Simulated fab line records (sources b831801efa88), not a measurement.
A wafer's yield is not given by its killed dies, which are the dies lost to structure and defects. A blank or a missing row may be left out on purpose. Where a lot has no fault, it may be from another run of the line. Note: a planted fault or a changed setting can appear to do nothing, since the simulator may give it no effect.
A lot that was struck, set against a sound lot | flow sky130 | 34 steps out of a route of 708
Sound: these wafers, L336.1, L336.2, L336.6. Struck: wafers L327.1, L327.4, L327.6. Last of all comes the cause.
At each step with rows: each side's tool, then ch and its chambers, then its first start. Under that, the readings that differ: sound wafers | struck wafers | difference of the means | sigmas: that difference in standard deviations of wafers without a fault.
alike: a reading whose means differ by less than 2 such deviations, as well as words and numbers matching on both sides. not compared: withheld readings; readings where some wafer has no value; bounds like >300 that might hide an equal value; numbers whose values overlap and for which the record gives no deviation.
The two part at a step that has a row with sigmas, a row that says differs or no value, or rows on one side only. When numbers do not overlap yet have no deviation, they are printed without sigmas and do not part them. Lack of a reading on every wafer of one side parts them only where that side has two or more wafers.

first, 6 steps without rows for these wafers: SKY_METAL5_HMDS_08 (prime time 60 s); SKY_METAL5_COAT_09 (resist thk 1800 nm); SKY_METAL5_SOFTBAKE_10 (time 60 s); SKY_METAL5_EXPOSE_11 (exposes mask MM5, target cd 1600 nm); SKY_METAL5_PEB_12; SKY_METAL5_DEVELOP_13 (develop time 60 s).
SKY_METAL5_DESCUM_14: chemistry O2, time 11 s.
  sound on rie-metal-02 ch 0,1, day 48 23:23; struck on rie-metal-03 ch 1, day 47 05:34
  alike: drypump-motor-current-A, he-backside-leak-sccm, oes-product-au
  not compared: rf-hours-counter-h
SKY_METAL5_METAL_ETCH_15: etches the open film in Cl2/BCl3, stops on SiO2, target depth 1260 nm, time 252 s.
  sound on rie-metal-02 ch 0,1, day 48 23:25; struck on rie-metal-03 ch 1, day 47 05:38
  alike: drypump-motor-current-A, he-backside-leak-sccm, oes-product-au, throttle-valve-pct
  not compared: rf-hours-counter-h
SKY_METAL5_STRIP_16: strips in O2/N2.
  sound on plasma-asher-02 ch 0,1, day 48 23:40; struck on plasma-asher-03 ch 0,1, day 47 06:07
  reading                      | sound             | struck            | difference | sigmas
  strip-time-to-endpoint-s (s) | 13.23 13.17 13.22 | 12.87 12.91 12.93 | -0.30      | -3
  alike: drypump-motor-current-A, oes-product-au
  not compared: rf-hours-counter-h
then, 3 steps without rows for these wafers: SKY_METAL5_STRIP_17 (strips in post etch residue remover, time 1200 s); SKY_METAL5_CLEAN_18 (cleans in IPA, time 180 s); SKY_METAL5_CLEAN_19 (cleans in O3/DIW).
SKY_PASSIVATION_CVD_00: deposits SiO2, target thk 90 nm.
  sound on pecvd-03 ch 0,1,2, day 49 00:31; struck on pecvd-01 ch 1,2, day 47 06:44
  no value came back on the struck wafers for heater-power-outer-w (W), heater-power-w (W); on the sound wafers heater-power-outer-w (W) reads 406 286 312
SKY_PASSIVATION_CVD_02: deposits Si3N4, target thk 540 nm.
  sound on pecvd-04 ch 0,2, day 49 00:36; struck on pecvd-03 ch 0,1, day 47 06:49
  reading                  | sound       | struck      | difference | sigmas
  heater-power-outer-w (W) | 512 484 536 | 365 352 392 | -141       | -2
  heater-power-w (W)       | 878 720 902 | 583 695 631 | -197       | -2
SKY_PASSIVATION_THK_MEAS_03:
  struck on film-metro-03, day 47 07:02; sound on film-metro-02, day 49 00:50
  alike: PASSIVATION_CVD_02_THK
then, 7 steps without rows for these wafers: SKY_PASSIVATION_DEHYDRATE_04 (time 60 s); SKY_PASSIVATION_HMDS_05 (prime time 60 s); SKY_PASSIVATION_COAT_06 (resist thk 3000 nm); SKY_PASSIVATION_SOFTBAKE_07; SKY_PASSIVATION_EXPOSE_08 (exposes mask NSM, target cd 3000 nm); SKY_PASSIVATION_PEB_09; SKY_PASSIVATION_DEVELOP_10 (develop time 60 s).
SKY_PASSIVATION_ETCH_11: etches the open film in CF4/O2, stops on AlCu, target depth 725 nm, time 161.1 s.
  sound on rie-diel-01 ch 1,2, day 49 17:49; struck on rie-diel-04 ch 0,1, day 48 01:47
  reading                                 | sound             | struck            | difference | sigmas
  model.etch.depth-nm (nm)                | 703.3 701.5 706.4 | 720.6 717.3 716.8 | +14.5      |
  model.PASSIVATION.feature-depth-nm (nm) | 703.3 701.5 706.4 | 720.6 717.3 716.8 | +14.5      |
  alike: drypump-motor-current-A, oes-product-au, throttle-valve-pct
  not compared: rf-hours-counter-h
SKY_PASSIVATION_STRIP_12: strips in O2/N2.
  sound on plasma-asher-03 ch 0,1, day 49 17:55; struck on plasma-asher-02 ch 0,1, day 48 01:53
  alike: drypump-motor-current-A, oes-product-au, strip-time-to-endpoint-s
  not compared: rf-hours-counter-h
then, 7 steps without rows for these wafers: SKY_PAD_OPEN_DEHYDRATE_00 (time 60 s); SKY_PAD_OPEN_HMDS_01 (prime time 60 s); SKY_PAD_OPEN_COAT_02 (resist thk 3000 nm); SKY_PAD_OPEN_SOFTBAKE_03; SKY_PAD_OPEN_EXPOSE_04 (exposes mask PDM, target cd 60000 nm); SKY_PAD_OPEN_PEB_05; SKY_PAD_OPEN_DEVELOP_06 (develop time 60 s).
SKY_PAD_OPEN_ETCH_07: etches the open film in CF4/O2, stops on AlCu, target depth 725 nm, time 161.1 s.
  sound on rie-diel-04 ch 0,1,3, day 50 09:31; struck on rie-diel-02 ch 0,2,3, day 48 20:35
  reading                              | sound             | struck        | difference | sigmas
  model.etch.depth-nm (nm)             | 703.3 701.5 706.4 | 722.8 725 725 | +20.5      |
  model.PAD_OPEN.feature-depth-nm (nm) | 703.3 701.5 706.4 | 722.8 725 725 | +20.5      |
  alike: drypump-motor-current-A, oes-product-au, throttle-valve-pct
  not compared: rf-hours-counter-h
then, 2 steps without rows for these wafers: SKY_PAD_OPEN_STRIP_08 (strips in O2/N2); SKY_PAD_OPEN_PROBE_99.

## WHERE THEY PART
At SKY_METAL5_STRIP_16 first; at SKY_PASSIVATION_CVD_02 last (within this record only). Later steps at which nothing parts them and some readings are alike: SKY_PASSIVATION_THK_MEAS_03, SKY_PASSIVATION_ETCH_11, SKY_PASSIVATION_STRIP_12, SKY_PAD_OPEN_ETCH_07.

WHY: what had been put in by the simulator
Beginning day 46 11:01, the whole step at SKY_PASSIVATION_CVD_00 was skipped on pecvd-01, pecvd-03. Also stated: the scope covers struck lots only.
